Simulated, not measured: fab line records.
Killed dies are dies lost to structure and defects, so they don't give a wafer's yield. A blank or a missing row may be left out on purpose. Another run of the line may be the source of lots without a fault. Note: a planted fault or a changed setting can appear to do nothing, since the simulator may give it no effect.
Which tool did it? :: flow sfq line :: Sampling: 14 lots, 42 wafers, 4 of 325 route steps

## WHAT EACH GAUGE READ, for each wafer
SFQ_C5_OVL_MEAS_937.
lot: L959
measured: day 52 12:06
on: overlay-02
C5_OVL (nm): -2 2 -1

lot: L960
measured: day 52 15:43
on: overlay-02
C5_OVL (nm): -6 -3 -1

lot: L961
measured: day 52 16:55
on: overlay-02
C5_OVL (nm): -1 -5 2

lot: L962
measured: day 52 19:17
on: overlay-01
C5_OVL (nm): -8 -13 -10

lot: L963
measured: day 52 21:54
on: overlay-02
C5_OVL (nm): 1 -3 -6

lot: L964
measured: day 53 00:19
on: overlay-01
C5_OVL (nm): 4 4 10

lot: L967
measured: day 53 13:37
on: overlay-02
C5_OVL (nm): -2 -3 -1

lot: L968
measured: day 53 20:57
on: overlay-01
C5_OVL (nm): 3 -1 -2

lot: L972
measured: day 65 12:06
on: overlay-02
C5_OVL (nm): -2 -5 9

lot: L975
measured: day 69 20:53
on: overlay-01
C5_OVL (nm): 8 7 5

lot: L977
measured: day 69 23:16
on: overlay-01
C5_OVL (nm): -1 -9 -1

lot: L978
measured: day 70 00:29
on: overlay-01
C5_OVL (nm): 0 0 0

lot: L980
measured: day 70 06:28
on: overlay-01
C5_OVL (nm): -3 -3 -8

lot: L981
measured: day 70 07:40
on: overlay-01
C5_OVL (nm): 0 9 -6

SFQ_M6_OVL_MEAS_940.
lot: L959
measured: day 57 18:43
on: overlay-02
M6_OVL (nm): -11 -10 -7

lot: L960
measured: day 57 21:07
on: overlay-02
M6_OVL (nm): 6 3 4

lot: L961
measured: day 57 22:19
on: overlay-02
M6_OVL (nm): 5 5 4

lot: L962
measured: day 58 00:42
on: overlay-02
M6_OVL (nm): -1 -1 3

lot: L963
measured: day 58 03:07
on: overlay-02
M6_OVL (nm): 2 9 3

lot: L964
measured: day 58 05:31
on: overlay-02
M6_OVL (nm): 2 4 4

lot: L967
measured: day 58 18:42
on: overlay-02
M6_OVL (nm): -4 -3 -1

lot: L968
measured: day 59 03:17
on: overlay-02
M6_OVL (nm): 13 15 11

lot: L972
measured: day 65 15:33
on: overlay-02
M6_OVL (nm): -8 -9 -2

lot: L975
measured: day 72 22:12
on: overlay-01
M6_OVL (nm): 4 7 0

lot: L977
measured: day 73 00:35
on: overlay-01
M6_OVL (nm): 1 -1 1

lot: L978
measured: day 73 01:48
on: overlay-02
M6_OVL (nm): -6 -4 -4

lot: L980
measured: day 73 05:23
on: overlay-02
M6_OVL (nm): 6 -1 -2

lot: L981
measured: day 73 06:35
on: overlay-02
M6_OVL (nm): 2 1 -5

SFQ_M7_OVL_MEAS_945.
lot: L959
measured: day 58 23:41
on: overlay-01
M7_OVL (nm): -5 -3 1

lot: L960
measured: day 62 16:55
on: overlay-02
M7_OVL (nm): -8 -15 -10

lot: L961
measured: day 62 20:31
on: overlay-02
M7_OVL (nm): 0 -12 -6

lot: L962
measured: day 63 04:54
on: overlay-01
M7_OVL (nm): 2 13 0

lot: L963
measured: day 66 18:14
on: overlay-01
M7_OVL (nm): 4 7 1

lot: L964
measured: day 67 01:26
on: overlay-01
M7_OVL (nm): -1 6 -1

lot: L967
measured: day 68 10:59
on: overlay-01
M7_OVL (nm): -4 -4 -5

lot: L968
measured: day 68 12:11
on: overlay-01
M7_OVL (nm): 9 18 13

lot: L972
measured: day 68 20:35
on: overlay-01
M7_OVL (nm): -2 -3 1

lot: L975
measured: day 74 19:09
on: overlay-01
M7_OVL (nm): 0 10 9

lot: L977
measured: day 74 21:32
on: overlay-01
M7_OVL (nm): -7 -11 -3

lot: L978
measured: day 74 22:45
on: overlay-01
M7_OVL (nm): 5 -3 -4

lot: L980
measured: day 75 02:20
on: overlay-01
M7_OVL (nm): 8 10 8

lot: L981
measured: day 75 04:44
on: overlay-01
M7_OVL (nm): -7 -5 -6

## WHAT TOOL EACH LOT RAN ON (gives the tool, then ch and the chambers of the sampled wafers, and finally the start)
lot: L959
SFQ_TRILAYER_I6_VIA_LITHO_PEB_172: litho track-03 ch 0, day 58 12:37

lot: L960
SFQ_TRILAYER_I6_VIA_LITHO_PEB_172: litho track-01 ch 0, day 58 16:14

lot: L961
SFQ_TRILAYER_I6_VIA_LITHO_PEB_172: litho track-01 ch 0, day 58 18:38

lot: L962
SFQ_TRILAYER_I6_VIA_LITHO_PEB_172: litho track-01 ch 0, day 59 00:35

lot: L963
SFQ_TRILAYER_I6_VIA_LITHO_PEB_172: litho track-03 ch 0, day 62 21:25

lot: L964
SFQ_TRILAYER_I6_VIA_LITHO_PEB_172: litho track-03 ch 0, day 63 02:16

lot: L967
SFQ_TRILAYER_I6_VIA_LITHO_PEB_172: litho track-01 ch 0, day 64 07:00

lot: L968
SFQ_TRILAYER_I6_VIA_LITHO_PEB_172: litho track-04 ch 0, day 64 09:19

lot: L972
SFQ_TRILAYER_I6_VIA_LITHO_PEB_172: litho track-04 ch 0, day 65 22:53

lot: L975
SFQ_TRILAYER_I6_VIA_LITHO_PEB_172: litho track-04 ch 0, day 73 13:42

lot: L977
SFQ_TRILAYER_I6_VIA_LITHO_PEB_172: litho track-01 ch 0, day 73 17:45

lot: L978
SFQ_TRILAYER_I6_VIA_LITHO_PEB_172: litho track-04 ch 0, day 73 22:29

lot: L980
SFQ_TRILAYER_I6_VIA_LITHO_PEB_172: litho track-01 ch 0, day 74 06:24

lot: L981
SFQ_TRILAYER_I6_VIA_LITHO_PEB_172: litho track-01 ch 0, day 74 08:48
- SFQ_TRILAYER_I6_VIA_LITHO_PEB_172: peb time 60 s.

## AS READ BY THE TOOLS THEMSELVES (means over the sampled wafers that have a number; for cases with no such wafer, the mark the record gives instead)
SFQ_TRILAYER_I6_VIA_LITHO_PEB_172.
lot: L959
tool: litho track-03
heater power total W (W): 79.14
plate temp C (C): 115.00

lot: L960
tool: litho track-01
heater power total W (W): 79.11
plate temp C (C): 115.03

lot: L961
tool: litho track-01
heater power total W (W): 79.17
plate temp C (C): 115.11

lot: L962
tool: litho track-01
heater power total W (W): 79.12
plate temp C (C): 114.98

lot: L963
tool: litho track-03
heater power total W (W): 79.13
plate temp C (C): 114.97

lot: L964
tool: litho track-03
heater power total W (W): 79.17
plate temp C (C): 115.19

lot: L967
tool: litho track-01
heater power total W (W): 79.21
plate temp C (C): 114.84

lot: L968
tool: litho track-04
heater power total W (W): 79.14
plate temp C (C): 115.20

lot: L972
tool: litho track-04
heater power total W (W): 79.11
plate temp C (C): 115.06

lot: L975
tool: litho track-04
heater power total W (W): 80.10
plate temp C (C): 115.82

lot: L977
tool: litho track-01
heater power total W (W): 79.12
plate temp C (C): 115.19

lot: L978
tool: litho track-04
heater power total W (W): 80.08
plate temp C (C): 116.05

lot: L980
tool: litho track-01
heater power total W (W): 79.06
plate temp C (C): 114.98

lot: L981
tool: litho track-01
heater power total W (W): 79.17
plate temp C (C): 114.80

## THE ANSWER, worked out from the rows above alone
Rule: usual is defined by the lots themselves. The widest of any qualifying gaps counts: lots, ordered by their means at a reading, are off when they make up no more than a third of the lots, leave a main group of 4 or more, and stand apart from it by 3 or more times the standard deviation of that group's means. A main group is skipped when, at the precision printed for the reading in the tables above, its means are all equal. A lot without any number at a reading at which 4 lots or more have one is off too. All remaining lots with rows at the step are treated as sound. The gauges are gone through in route order, then the tools' own readings, and for those a lot's mean is taken as printed above. The first step at which some lot is off is used, and at that step the reading that is off furthest; a lot without a number counts as furthest.
Off: L975, L978, at SFQ_TRILAYER_I6_VIA_LITHO_PEB_172 (heater power total W). Main group: mean 79.14 W, sd 0.037.
If a tool, at that step or one of the process steps before it, ran each lot that is off and ran no sound lot following the first of them, it fits. One fits: litho track-04 at SFQ_TRILAYER_I6_VIA_LITHO_PEB_172. A fault onset in the window from L972 (day 65 22:53, its last sound lot) to L975 (day 73 13:42, its first lot off) fits.
The tool's own readings at SFQ_TRILAYER_I6_VIA_LITHO_PEB_172 bear it out: on the lots that are off they differ by more than 5 times the standard deviation of the sound lots' means. heater power total W reads 80.09 W there against 79.14 W on the sound lots; plate temp C reads 115.94 C there against 115.03 C on the sound lots.

## WHAT THE SIMULATOR HAD PUT IN
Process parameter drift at SFQ_TRILAYER_I6_VIA_LITHO_PEB_172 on litho track-04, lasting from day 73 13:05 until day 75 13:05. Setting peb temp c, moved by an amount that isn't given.
Lots struck among those shown: L975, L978. Same finding as the rule above.
